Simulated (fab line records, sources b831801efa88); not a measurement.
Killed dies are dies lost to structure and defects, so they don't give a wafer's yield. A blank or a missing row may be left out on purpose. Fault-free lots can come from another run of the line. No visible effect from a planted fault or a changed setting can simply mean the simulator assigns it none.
A struck lot beside a sound one | flow sky130 | 35 out of 708 route steps
Sound: the wafers L289.2, L289.3, L289.6. Struck: wafers L305.3, L305.4. (L305.1 of the same lot was not struck and is left out.) The cause comes at the end.
Per side, at each step with rows, come the tool, then ch with its chambers, and then its first start. Under that, the readings that differ: sound wafers | struck wafers | difference of the means | sigmas: that difference in standard deviations of wafers without a fault.
alike: readings whose means differ by less than 2 such deviations, and words and numbers that are the same on both sides. not compared: withheld readings, readings that some wafer has no value for, bounds like >300 that may hide the same value, and numbers for which the record gives no deviation and whose values overlap.
The two part at a step that has a row with sigmas, a row that says differs or no value, or rows on one side only. Numbers that have no deviation but don't overlap get no sigmas and don't part them. A reading that every wafer of one side lacks parts them only if that side has two wafers or more.

first, 4 steps without rows for these wafers: SKY_METAL5_SOFTBAKE_10 (time 60 s); SKY_METAL5_EXPOSE_11 (exposes mask MM5, target cd 1600 nm); SKY_METAL5_PEB_12; SKY_METAL5_DEVELOP_13 (develop time 60 s).
SKY_METAL5_DESCUM_14: chemistry O2, time 11 s.
  sound on rie-metal-01 ch 0,1, day 44 08:44; struck on rie-metal-01 ch 0,1, day 48 05:29
  alike: drypump-motor-current-A, oes-product-au, temp-c
  not compared: rf-hours-counter-h
SKY_METAL5_METAL_ETCH_15: etches the open film in Cl2/BCl3, stops on SiO2, target depth 1260 nm, time 252 s.
  sound on rie-metal-01 ch 0,1, day 44 08:46; struck on rie-metal-01 ch 0,1, day 48 05:31
  alike: drypump-motor-current-A, oes-product-au, throttle-valve-pct
  not compared: rf-hours-counter-h
then, 4 steps without rows for these wafers: SKY_METAL5_STRIP_16 (strips in O2/N2); SKY_METAL5_STRIP_17 (strips in post etch residue remover, time 1200 s); SKY_METAL5_CLEAN_18 (cleans in IPA, time 180 s); SKY_METAL5_CLEAN_19 (cleans in O3/DIW).
SKY_PASSIVATION_CVD_00: deposits SiO2, target thk 90 nm.
  sound on pecvd-02 ch 1,2, day 44 09:36; struck on pecvd-02 ch 1,2, day 48 06:23
  alike: heater-power-w
SKY_PASSIVATION_THK_MEAS_01:
  sound on film-metro-01, day 44 09:38; struck on film-metro-03, day 48 06:25
  alike: PASSIVATION_CVD_00_THK
SKY_PASSIVATION_CVD_02: deposits Si3N4, target thk 540 nm.
  sound on pecvd-01 ch 1,2, day 44 09:41; struck on pecvd-04 ch 1, day 48 06:28
  reading                                       | sound         | struck      | difference | sigmas
  model.Si3N4_of_PASSIVATION_CVD_02.thk-nm (nm) | 549 551 548.9 | 616.5 628.9 | +73.1      |
  alike: heater-power-w
SKY_PASSIVATION_THK_MEAS_03:
  sound on film-metro-04, day 44 09:55; struck on film-metro-03, day 48 06:42
  reading                     | sound       | struck  | difference | sigmas
  PASSIVATION_CVD_02_THK (nm) | 549 551 549 | 616 630 | +73        | +9
then, 7 steps without rows for these wafers: SKY_PASSIVATION_DEHYDRATE_04 (time 60 s); SKY_PASSIVATION_HMDS_05 (prime time 60 s); SKY_PASSIVATION_COAT_06 (resist thk 3000 nm); SKY_PASSIVATION_SOFTBAKE_07; SKY_PASSIVATION_EXPOSE_08 (exposes mask NSM, target cd 3000 nm); SKY_PASSIVATION_PEB_09; SKY_PASSIVATION_DEVELOP_10 (develop time 60 s).
SKY_PASSIVATION_ETCH_11: etches the open film in CF4/O2, stops on AlCu, target depth 725 nm, time 161.1 s.
  sound on rie-diel-04 ch 0,1, day 45 07:23; struck on rie-diel-01 ch 1,3, day 48 23:59
  alike: drypump-motor-current-A, oes-product-au, throttle-valve-pct
  not compared: rf-hours-counter-h, model.etch.depth-nm, model.PASSIVATION.feature-depth-nm
SKY_PASSIVATION_STRIP_12: strips in O2/N2.
  sound on plasma-asher-04 ch 0,1, day 45 07:29; struck on plasma-asher-04 ch 0,1, day 49 00:05
  alike: drypump-motor-current-A, oes-product-au, strip-time-to-endpoint-s
  not compared: rf-hours-counter-h
then, 7 steps without rows for these wafers: SKY_PAD_OPEN_DEHYDRATE_00 (time 60 s); SKY_PAD_OPEN_HMDS_01 (prime time 60 s); SKY_PAD_OPEN_COAT_02 (resist thk 3000 nm); SKY_PAD_OPEN_SOFTBAKE_03; SKY_PAD_OPEN_EXPOSE_04 (exposes mask PDM, target cd 60000 nm); SKY_PAD_OPEN_PEB_05; SKY_PAD_OPEN_DEVELOP_06 (develop time 60 s).
SKY_PAD_OPEN_ETCH_07: etches the open film in CF4/O2, stops on AlCu, target depth 725 nm, time 161.1 s.
  sound on rie-diel-02 ch 1,2,3, day 46 04:53; struck on rie-diel-01 ch 1,2, day 49 17:23
  alike: drypump-motor-current-A, oes-product-au, throttle-valve-pct
  not compared: rf-hours-counter-h, model.etch.depth-nm, model.PAD_OPEN.feature-depth-nm
SKY_PAD_OPEN_STRIP_08: strips in O2/N2.
  sound on plasma-asher-03 ch 0,1, day 46 04:59; struck on plasma-asher-03 ch 0,1, day 49 17:29
  alike: drypump-motor-current-A, oes-product-au, strip-time-to-endpoint-s
  not compared: rf-hours-counter-h
SKY_PAD_OPEN_STRIP_09: strips in post etch residue remover, time 1200 s.
  sound on wet-bench-01 ch 3, day 46 05:05; struck on wet-bench-04 ch 0, day 49 17:35
  reading                                       | sound             | struck      | difference | sigmas
  model.Si3N4_of_PASSIVATION_CVD_02.thk-nm (nm) | 548.6 550.7 548.5 | 616.1 628.6 | +73.1      |
  alike: temp-c
then, 1 step without rows for these wafers: SKY_PAD_OPEN_CLEAN_10 (cleans in IPA, time 180 s).
SKY_PAD_OPEN_PROBE_99:
  sound on prober-01, day 46 07:16; struck on prober-01, day 49 19:47
  alike: defect-limited-yield, killed_at_M0_to_M3, killed_at_M4_up, killed-at-contacts, killed-at-front-end, killed-at-other, killed-dies, killed-open, killed-short, sort_bin_3_pad_short, sort_bin_5_function, sort_bin_6_memory, sort-n-pass, sort-yield-pct

== WHERE THEY PART ==
At SKY_PASSIVATION_THK_MEAS_03 and nowhere else, as far as this record goes. Later steps at which nothing parts them and some readings are alike: SKY_PASSIVATION_ETCH_11, SKY_PASSIVATION_STRIP_12, SKY_PAD_OPEN_ETCH_07, SKY_PAD_OPEN_STRIP_08, SKY_PAD_OPEN_STRIP_09, SKY_PAD_OPEN_PROBE_99.

WHY: what the simulator had put in
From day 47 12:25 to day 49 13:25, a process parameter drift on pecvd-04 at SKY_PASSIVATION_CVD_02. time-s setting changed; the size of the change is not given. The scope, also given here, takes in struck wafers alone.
